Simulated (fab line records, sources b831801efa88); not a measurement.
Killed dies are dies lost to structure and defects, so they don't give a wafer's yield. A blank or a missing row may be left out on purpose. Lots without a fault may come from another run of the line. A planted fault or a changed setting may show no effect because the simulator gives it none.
fab line records | flow sky130 | part 1 of 2: steps 1 to 25 of 26
record lots=7 wafers=21 last_day=50
route steps=708 shown VIA1@480 METAL2@483 PAD_OPEN@708
lots that met no fault: from a run of the same line without faults
start_h: hours from the record's first day to the start of the lot's first wafer shown | wait_h: hours since the lot's step before | " the same as in the row above | L1.1+2: a row that stands for several wafers | - no value, or no start given | * or withheld: withheld | < > ~ a bound
route shown NAME@n: a module of which the file shows steps, and the number in the route of the first | usual: mean/standard deviation of fault-free wafers | same: alike in all rows | chamber/n: place in a boat | sites: the reading at each site | _std_site: their standard deviation | _edge_site: outer sites' mean less inner sites' | radius_mm: how far each site lies from the wafer's centre | mask NAME#n: copy n | behind: the tool/chamber that last shaped the wafer | hold: why the lot was held/for how many hours/how that ended | device: the transistor (n, p or np) that didn't switch | end of line: the same wafers' tests at the end of the route | a step without rows: its recipe alone | killed: dies lost to structure and defects at the first sort, not the wafer's yield | map: a wafer's dies, x killed, . not, _ none there
set.NAME: the setting as run; set.NAME@STEP: as run at that earlier step | model.NAME: the simulator's own value behind a step, which no gauge read
lots at some steps of the route; a table a step, a row a wafer
services: from which hour (start_h, from the record's first day; less than 0 if before it) a tool's chamber was out of use, for how many hours, and why
## steps
# step SKY_VIA1_RS_MEAS_22
# recipe thk_meas_gauge=four-point-probe reads=W_of_VIA1_CVD_21+TiN_of_VIA1_SPUTTER_20
# usual VIA1_W_RS=0.426/0.0044
# columns lot.wafer tool chamber start_h wait_h VIA1_W_RS[ohm/sq]
L408.2 film_metro-03 - 811.29 0.1 0.429
L408.4 " - " " 0.425
L408.5 " - " " 0.422
L411.3 film_metro-03 - 834.56 0.1 0.420
L411.5 " - " " 0.424
L411.6 " - " " 0.424
L413.2 film_metro-01 - 851.13 0.1 0.429
L413.3 " - " " 0.419
L413.5 " - " " 0.427
L418.3 film_metro-04 - 890.33 0.1 0.430
L418.5 " - " " 0.428
L418.6 " - " " 0.433
L419.2 film_metro-04 - 895.63 0.1 0.430
L419.4 " - " " 0.427
L419.5 " - " " 0.427
L422.3 film_metro-01 - 916.36 0.1 0.416
L422.4 " - " " 0.427
L422.6 " - " " 0.428
L429.1 film_metro-03 - 969.47 0.1 0.441
L429.5 " - " " 0.439
L429.6 " - " " 0.434
# step SKY_VIA1_THK_MEAS_23
# recipe thk_meas_gauge=xrf reads=W_of_VIA1_CVD_21
# usual VIA1_W_THK=270/3.3
# columns lot.wafer tool chamber start_h wait_h VIA1_W_THK[nm]
L408.2 film_metro-03 - 811.40 0.1 269
L408.4 " - " " 270
L408.5 " - " " 274
L411.3 film_metro-03 - 834.66 0.1 273
L411.5 " - " " 270
L411.6 " - " " 270
L413.2 film_metro-01 - 851.24 0.1 269
L413.3 " - " " 276
L413.5 " - " " 270
L418.3 film_metro-04 - 890.43 0.1 269
L418.5 " - " " 272
L418.6 " - " " 268
L419.2 film_metro-04 - 895.74 0.1 270
L419.4 " - " " 273
L419.5 " - " " 272
L422.3 film_metro-01 - 916.46 0.1 275
L422.4 " - " " 268
L422.6 " - " " 268
L429.1 film_metro-03 - 969.59 0.1 260
L429.5 " - " " 262
L429.6 " - " " 264
# step SKY_VIA1_CMP_24
# recipe stop_on=SiO2 t_overpolish_s=15 down_force_psi=3.5 platen_rpm=60 target_thk_nm=0 pad_velocity_m_s=0.94248
# step SKY_METAL2_SPUTTER_00
# recipe material=Ti target_thk_nm=15 power_w=3000 time_s=10 chamber_pressure_pa=0.4
# usual throttle_valve_pct=30.4/0.83
# columns lot.wafer tool chamber start_h wait_h throttle_valve_pct
L408.2 pvd_sputter-01 - 811.75 0.1 31.0
L408.4 " - " " 28.8
L408.5 " - " " 29.5
L411.3 pvd_sputter-03 - 835.00 0.2 29.9
L411.5 " - " " 30.4
L411.6 " - " " 29.9
L413.2 pvd_sputter-03 - 851.59 0.1 30.1
L413.3 " - " " 30.1
L413.5 " - " " 30.1
L418.3 pvd_sputter-03 - 890.77 0.2 30.3
L418.5 " - " " 29.8
L418.6 " - " " 30.4
L419.2 pvd_sputter-01 - 896.09 0.2 29.4
L419.4 " - " " 28.7
L419.5 " - " " 29.2
L422.3 pvd_sputter-02 - 916.80 0.2 31.1
L422.4 " - " " 31.9
L422.6 " - " " 31.8
L429.1 pvd_sputter-03 - 969.95 0.2 30.0
L429.5 " - " " 30.5
L429.6 " - " " 29.8
# step SKY_METAL2_SPUTTER_01
# recipe material=TiN target_thk_nm=20 power_w=6500 time_s=16.7 chamber_pressure_pa=0.4
# usual throttle_valve_pct=30.4/0.86
# columns lot.wafer tool chamber start_h wait_h throttle_valve_pct
L408.2 pvd_sputter-01 - 811.77 0.0 30.8
L408.4 " - " " 29.0
L408.5 " - " " 29.6
L411.3 pvd_sputter-03 - 835.03 0.0 30.0
L411.5 " - " " 30.3
L411.6 " - " " 29.9
L413.2 pvd_sputter-03 - 851.61 0.0 30.0
L413.3 " - " " 29.9
L413.5 " - " " 30.7
L418.3 pvd_sputter-03 - 890.80 0.0 30.5
L418.5 " - " " 29.6
L418.6 " - " " 30.2
L419.2 pvd_sputter-01 - 896.12 0.0 29.2
L419.4 " - " " 28.8
L419.5 " - " " 29.4
L422.3 pvd_sputter-02 - 916.82 0.0 31.3
L422.4 " - " " 32.1
L422.6 " - " " 32.0
L429.1 pvd_sputter-03 - 969.97 0.0 29.8
L429.5 " - " " 30.4
L429.6 " - " " 30.2
# step SKY_METAL2_SPUTTER_02
# recipe material=AlCu target_thk_nm=250 power_w=10600 time_s=13.3 chamber_pressure_pa=0.4
# step SKY_METAL2_SPUTTER_03
# recipe material=Ti target_thk_nm=5 power_w=3000 time_s=3.3 chamber_pressure_pa=0.4
# usual throttle_valve_pct=30.4/0.85
# columns lot.wafer tool chamber start_h wait_h throttle_valve_pct
L408.2 pvd_sputter-01 - 811.82 0.0 31.3
L408.4 " - " " 28.8
L408.5 " - " " 29.6
L411.3 pvd_sputter-03 - 835.08 0.0 30.0
L411.5 " - " " 30.4
L411.6 " - " " 30.1
L413.2 pvd_sputter-03 - 851.66 0.0 29.7
L413.3 " - " " 29.8
L413.5 " - " " 30.5
L418.3 pvd_sputter-03 - 890.85 0.0 30.5
L418.5 " - " " 29.8
L418.6 " - " " 30.5
L419.2 pvd_sputter-01 - 896.17 0.0 29.8
L419.4 " - " " 28.9
L419.5 " - " " 29.9
L422.3 pvd_sputter-02 - 916.87 0.0 31.5
L422.4 " - " " 32.0
L422.6 " - " " 31.9
L429.1 pvd_sputter-03 - 970.02 0.0 30.1
L429.5 " - " " 30.4
L429.6 " - " " 29.9
# step SKY_METAL2_SPUTTER_04
# recipe material=TiN target_thk_nm=70 power_w=6500 time_s=58.3 chamber_pressure_pa=0.4
# step SKY_METAL2_RS_MEAS_05
# recipe thk_meas_gauge=four-point-probe reads=TiN_of_METAL2_SPUTTER_04+Ti_of_METAL2_SPUTTER_03+AlCu_of_METAL2_SPUTTER_02+TiN_of_METAL2_SPUTTER_01+Ti_of_METAL2_SPUTTER_00
# usual METAL2_ALCU_RS=0.1270/0.0013
# columns lot.wafer tool chamber start_h wait_h METAL2_ALCU_RS[ohm/sq]
L408.2 film_metro-02 - 811.91 0.0 0.1273
L408.4 " - " " 0.1260
L408.5 " - " " 0.1273
L411.3 film_metro-02 - 835.18 0.1 0.1277
L411.5 " - " " 0.1283
L411.6 " - " " 0.1298
L413.2 film_metro-02 - 851.75 0.0 0.1281
L413.3 " - " " 0.1275
L413.5 " - " " 0.1267
L418.3 film_metro-04 - 890.95 0.1 0.1269
L418.5 " - " " 0.1277
L418.6 " - " " 0.1279
L419.2 film_metro-04 - 896.25 0.0 0.1287
L419.4 " - " " 0.1264
L419.5 " - " " 0.1290
L422.3 film_metro-02 - 916.98 0.1 0.1285
L422.4 " - " " 0.1266
L422.6 " - " " 0.1272
L429.1 film_metro-02 - 970.09 0.0 0.1266
L429.5 " - " " 0.1268
L429.6 " - " " 0.1283
# step SKY_METAL2_THK_MEAS_06
# recipe thk_meas_gauge=xrf reads=AlCu_of_METAL2_SPUTTER_02
# usual METAL2_ALCU_THK=249.1/2.9
# columns lot.wafer tool chamber start_h wait_h METAL2_ALCU_THK[nm]
L408.2 film_metro-02 - 812.02 0.1 247.0
L408.4 " - " " 248.5
L408.5 " - " " 246.8
L411.3 film_metro-02 - 835.28 0.1 248.0
L411.5 " - " " 247.9
L411.6 " - " " 244.0
L413.2 film_metro-02 - 851.86 0.1 246.7
L413.3 " - " " 248.8
L413.5 " - " " 249.5
L418.3 film_metro-04 - 891.05 0.1 249.2
L418.5 " - " " 247.6
L418.6 " - " " 247.9
L419.2 film_metro-04 - 896.36 0.1 248.8
L419.4 " - " " 249.4
L419.5 " - " " 245.8
L422.3 film_metro-02 - 917.08 0.1 248.6
L422.4 " - " " 253.3
L422.6 " - " " 251.2
L429.1 film_metro-02 - 970.21 0.1 253.5
L429.5 " - " " 250.1
L429.6 " - " " 248.9
# step SKY_METAL2_DEHYDRATE_07
# recipe temp_c=200 time_s=60
# step SKY_METAL2_HMDS_08
# recipe prime_time_s=60 prime_temp_c=120
# step SKY_METAL2_COAT_09
# recipe resist=BARC temp_c=withheld time_s=withheld spin_rpm=3000 resist_thk_nm=60
# usual spin_speed_rpm=3000.3/2
# columns lot.wafer tool chamber start_h wait_h spin_speed_rpm
L408.2 litho_track-04 0 824.40 0.1 2994.1
L408.4 " 0 " " 3000.7
L408.5 " 0 " " 3001.8
L411.3 litho_track-04 0 847.62 0.1 3001.3
L411.5 " 0 " " 3000.4
L411.6 " 0 " " 3002.2
L413.2 litho_track-02 0 864.83 0.1 2999.8
L413.3 " 0 " " 2999.9
L413.5 " 0 " " 2998.5
L418.3 litho_track-02 0 902.81 0.1 2077.4
L418.5 " 0 " " 2075.1
L418.6 " 0 " " 2074.5
L419.2 litho_track-02 0 908.23 0.1 2078.9
L419.4 " 0 " " 2077.9
L419.5 " 0 " " 2080.1
L422.3 litho_track-02 0 928.46 0.1 2080.3
L422.4 " 0 " " 2077.7
L422.6 " 0 " " 2075.6
L429.1 litho_track-01 0 981.27 0.1 2999.1
L429.5 " 0 " " 2998.2
L429.6 " 0 " " 2999.2
# step SKY_METAL2_COAT_10
# recipe resist=KrF-thick spin_rpm=3000 resist_thk_nm=450
# step SKY_METAL2_SOFTBAKE_11
# recipe temp_c=100 time_s=90 resist=KrF-thick
# step SKY_METAL2_EXPOSE_12
# recipe mask_id=MM2 na=0.8 source_shape=annular sigma_inner=0.55 sigma_outer=0.85 target_cd_nm=140 dose_mj=28
# step SKY_METAL2_PEB_13
# recipe peb_temp_c=withheld peb_time_s=withheld resist=KrF-thick
# step SKY_METAL2_DEVELOP_14
# recipe develop_time_s=60 resist=KrF-thick dev_temp_c=21
# step SKY_METAL2_CD_MEAS_15
# recipe target_cd_nm=140
# usual cd_nm=139.8/1.5
# columns lot.wafer tool chamber start_h wait_h cd_nm
L408.2 cd_sem-01 - 838.04 - 140.2
L408.4 " - " " 139.8
L408.5 " - " " 139.3
L411.3 cd_sem-02 - 861.35 - 140.3
L411.5 " - " " 139.6
L411.6 " - " " 140.9
L413.2 cd_sem-02 - 877.93 - 140.8
L413.3 " - " " 140.5
L413.5 " - " " 139.9
L418.3 cd_sem-02 - 916.50 - 140.2
L418.5 " - " " 140.9
L418.6 " - " " 140.2
L419.2 cd_sem-02 - 921.58 - 140.5
L419.4 " - " " 138.4
L419.5 " - " " 140.5
L422.3 cd_sem-01 - 941.67 - 137.4
L422.4 " - " " 138.4
L422.6 " - " " 138.3
L429.1 cd_sem-01 - 994.17 - 141.1
L429.5 " - " " 140.1
L429.6 " - " " 141.2
# step SKY_METAL2_OVL_MEAS_16
# usual METAL2_OVL=3/5.9
# columns lot.wafer tool chamber start_h wait_h METAL2_OVL[nm]
L408.2 overlay-01 - 838.15 0.1 11
L408.4 " - " " 11
L408.5 " - " " 11
L411.3 overlay-01 - 861.44 0.1 9
L411.5 " - " " 2
L411.6 " - " " 7
L413.2 overlay-02 - 878.03 0.1 5
L413.3 " - " " 19
L413.5 " - " " 16
L418.3 overlay-02 - 916.59 0.1 9
L418.5 " - " " 4
L418.6 " - " " 4
L419.2 overlay-01 - 921.68 0.1 3
L419.4 " - " " -2
L419.5 " - " " -3
L422.3 overlay-02 - 941.76 0.1 -5
L422.4 " - " " 1
L422.6 " - " " 4
L429.1 overlay-02 - 994.29 0.1 6
L429.5 " - " " 0
L429.6 " - " " 0
# step SKY_METAL2_DESCUM_17
# recipe chemistry=O2 source_power_w=150 bias_power_w=0 pressure_mtorr=10 temp_c=40 time_s=8
# usual drypump_motor_current_A=5.3/0.5 oes_product_au=1.003/0.0077
# columns lot.wafer tool chamber start_h wait_h drypump_motor_current_A oes_product_au rf_hours_counter_h
L408.2 rie_metal-02 0 838.18 0.0 5.3 0.995 16
L408.4 " 0 " " 5.3 0.993 -
L408.5 " 0 " " 5.3 1.002 -
L411.3 rie_metal-01 1 861.47 0.0 5.0 1.003 -
L411.5 " 1 " " 5.0 0.999 -
L411.6 " 0 " " 5.9 0.995 -
L413.2 rie_metal-02 1 878.07 0.0 5.9 1.000 -
L413.3 " 1 " " 5.9 1.003 -
L413.5 " 1 " " 5.9 1.008 -
L418.3 rie_metal-02 0 916.62 0.0 5.3 0.999 -
L418.5 " 0 " " 5.3 1.002 -
L418.6 " 1 " " 5.9 1.008 -
L419.2 rie_metal-04 1 921.71 0.0 4.7 1.003 10
L419.4 " 0 " " 4.9 0.989 -
L419.5 " 0 " " 4.9 0.993 -
L422.3 rie_metal-04 0 941.80 0.0 4.9 1.000 -
L422.4 " 1 " " 4.7 1.009 -
L422.6 " 1 " " 4.7 1.010 -
L429.1 rie_metal-02 1 994.33 0.0 5.9 0.997 11
L429.5 " 1 " " 5.9 1.003 -
L429.6 " 1 " " 5.9 1.012 -
# step SKY_METAL2_ETCH_18
# recipe chemistry=N2/H2 target=BARC ion_energy_ev=200 bias_w=100 pressure_mtorr=30 n2_flow_sccm=100 h2_flow_sccm=200 icp_w=500 stop_on=SiO2 time_s=45.9 target_depth_a=600
# usual drypump_motor_current_A=5.3/0.5 oes_product_au=0.854/0.0052 throttle_valve_pct=13.223/0.0099
# columns lot.wafer tool chamber start_h wait_h drypump_motor_current_A oes_product_au rf_hours_counter_h throttle_valve_pct model.etch.depth_nm
L408.2 rie_metal-02 0 838.21 0.0 5.3 0.849 16 13.231 60.15
L408.4 " 0 " " 5.3 0.857 - 13.223 59.85
L408.5 " 0 " " 5.3 0.858 - 13.225 60.1
L411.3 rie_metal-01 1 861.52 0.0 5.0 0.857 - 13.218 60.21
L411.5 " 1 " " 5.0 0.854 - 13.226 60.21
L411.6 " 0 " " 6.0 0.848 - 13.223 60.11
L413.2 rie_metal-02 1 878.15 0.1 5.9 0.851 - 13.212 59.77
L413.3 " 1 " " 5.9 0.855 - 13.210 59.97
L413.5 " 1 " " 5.9 0.859 - 13.218 60.02
L418.3 rie_metal-02 0 916.67 0.0 5.3 0.953 - 13.232 72.07
L418.5 " 0 " " 5.3 0.949 - 13.219 72.17
L418.6 " 1 " " 5.9 0.950 - 13.247 72.39
L419.2 rie_metal-04 1 921.75 0.0 4.7 0.952 10 13.229 72.12
L419.4 " 0 " " 4.9 0.961 - 13.223 72.28
L419.5 " 0 " " 4.9 0.959 - 13.237 72.22
L422.3 rie_metal-04 0 941.84 0.0 4.9 0.943 - 13.247 72.11
L422.4 " 1 " " 4.7 0.952 - 13.243 72.02
L422.6 " 1 " " 4.7 0.951 - 13.213 72.13
L429.1 rie_metal-02 1 994.39 0.1 5.9 0.855 11 13.209 59.9
L429.5 " 1 " " 5.9 0.848 - 13.228 59.74
L429.6 " 1 " " 5.9 0.854 - 13.215 59.66
# step SKY_METAL2_METAL_ETCH_19
# recipe target_depth_a=3600 stop_on=SiO2 over_etch_frac=0.3 time_s=78 chemistry=Cl2/BCl3 resist_sidewall_deg=88 pressure_mtorr=10 icp_w=900 bias_w=48.5 Cl2_flow_sccm=60 bcl3_flow_sccm=30
# usual bcl3_flow_sccm=30.00/0.083 drypump_motor_current_A=5.3/0.5 oes_product_au=0.854/0.0056 throttle_valve_pct=22.265/0.0081
# columns lot.wafer tool chamber start_h wait_h bcl3_flow_sccm drypump_motor_current_A oes_product_au rf_hours_counter_h throttle_valve_pct
L408.2 rie_metal-02 0 838.27 0.0 30.01 5.3 0.856 16 22.254
L408.4 " 0 " " 29.96 5.3 0.854 - 22.263
L408.5 " 0 " " 30.10 5.3 0.848 - 22.267
L411.3 rie_metal-01 1 861.59 0.1 29.74 5.0 0.849 - 22.261
L411.5 " 1 " " 30.03 5.0 0.847 - 22.270
L411.6 " 0 " " 29.84 5.9 0.847 - 22.259
L413.2 rie_metal-02 1 878.28 0.1 29.92 5.9 0.851 - 22.264
L413.3 " 1 " " 30.08 5.9 0.869 - 22.266
L413.5 " 1 " " 30.06 5.9 0.852 - 22.265
L418.3 rie_metal-02 0 916.74 0.1 30.10 5.3 0.858 - 22.282
L418.5 " 0 " " 30.03 5.3 0.850 - 22.262
L418.6 " 1 " " 29.98 5.9 0.855 - 22.258
L419.2 rie_metal-04 1 921.81 0.0 30.00 4.7 0.852 10 22.266
L419.4 " 0 " " 30.03 5.0 0.851 - 22.252
L419.5 " 0 " " 30.06 4.9 0.851 - 22.259
L422.3 rie_metal-04 0 941.91 0.1 29.94 4.9 0.847 - 22.263
L422.4 " 1 " " 29.93 4.7 0.859 - 22.274
L422.6 " 1 " " 29.88 4.7 0.854 - 22.262
L429.1 rie_metal-02 1 994.52 0.1 30.03 5.9 0.850 11 22.259
L429.5 " 1 " " 29.95 5.9 0.854 - 22.281
L429.6 " 1 " " 29.91 5.9 0.851 - 22.258
# step SKY_METAL2_STRIP_20
# recipe chemistry=O2/N2 power_w=1400 pressure_mtorr=1500 platen_temp_c=withheld o2_flow_sccm=3000 n2_flow_sccm=300 overash_fraction=0.5
# usual drypump_motor_current_A=5.6/0.51 oes_product_au=0.343/0.0049 strip_time_to_endpoint_s=2.68/0.034
# columns lot.wafer tool chamber start_h wait_h drypump_motor_current_A oes_product_au rf_hours_counter_h strip_time_to_endpoint_s
L408.2 plasma_asher-04 1 838.36 0.1 4.7 0.341 71 2.68
L408.4 " 1 " " 4.7 0.352 - 2.70
L408.5 " 0 " " 5.9 0.340 - 2.72
L411.3 plasma_asher-04 0 861.68 0.1 5.9 0.346 - 2.64
L411.5 " 1 " " 4.7 0.338 - 2.62
L411.6 " 0 " " 6.0 0.339 - 2.67
L413.2 plasma_asher-03 1 878.43 0.1 5.3 0.338 102 2.61
L413.3 " 1 " " 5.3 0.345 - 2.64
L413.5 " 0 " " 5.5 0.333 - 2.64
L418.3 plasma_asher-04 0 916.83 0.1 5.9 0.347 - 2.80
L418.5 " 1 " " 4.7 0.344 - 2.84
L418.6 " 0 " " 5.9 0.355 - 2.80
L419.2 plasma_asher-02 0 921.90 0.1 6.4 0.346 50 2.85
L419.4 " 0 " " 6.4 0.361 - 2.90
L419.5 " 1 " " 5.6 0.351 - 2.86
L422.3 plasma_asher-02 0 942.00 0.1 6.3 0.346 - 2.88
L422.4 " 1 " " 5.6 0.359 - 2.82
L422.6 " 0 " " 6.3 0.353 - 2.80
L429.1 plasma_asher-02 1 994.70 0.1 5.6 0.339 56 2.67
L429.5 " 0 " " 6.3 0.341 - 2.65
L429.6 " 1 " " 5.6 0.338 - 2.63
# step SKY_METAL2_STRIP_21
# recipe chemistry=post_etch_residue_remover time_s=1200 temp_c=72.5
## key
first_sign step=SKY_METAL2_COAT_09 reading=spin_speed_rpm direction=down sigmas=99+ usual=3000.3 struck=2077.5
effect step=SKY_METAL2_ETCH_18 reading=oes_product_au direction=up sigmas=19 usual=0.854 struck=0.952
effect step=SKY_METAL2_STRIP_20 reading=strip_time_to_endpoint_s direction=up sigmas=4.7 usual=* struck=*
model_effect step=SKY_METAL2_ETCH_18 value=etch.depth_nm without=60.06 struck=72.17
model_effect step=SKY_PAD_OPEN_PROBE_99 value=etest.met2_comb.leak_log10_a_um without=-12 struck=-11.89
met_at SKY_METAL2_COAT_09
struck_wafers L418.3,L418.5,L418.6,L419.2,L419.4,L419.5,L422.3,L422.4,L422.6
onset_between 864.83 902.81
fault kind=process_parameter_drift tool=litho_track-02 chamber=- onset_h=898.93 steps=SKY_METAL2_COAT_09 channel=spin_rpm offset=-922.13 shape=step end_h=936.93 acts_in=these_recipes_only stated=3000
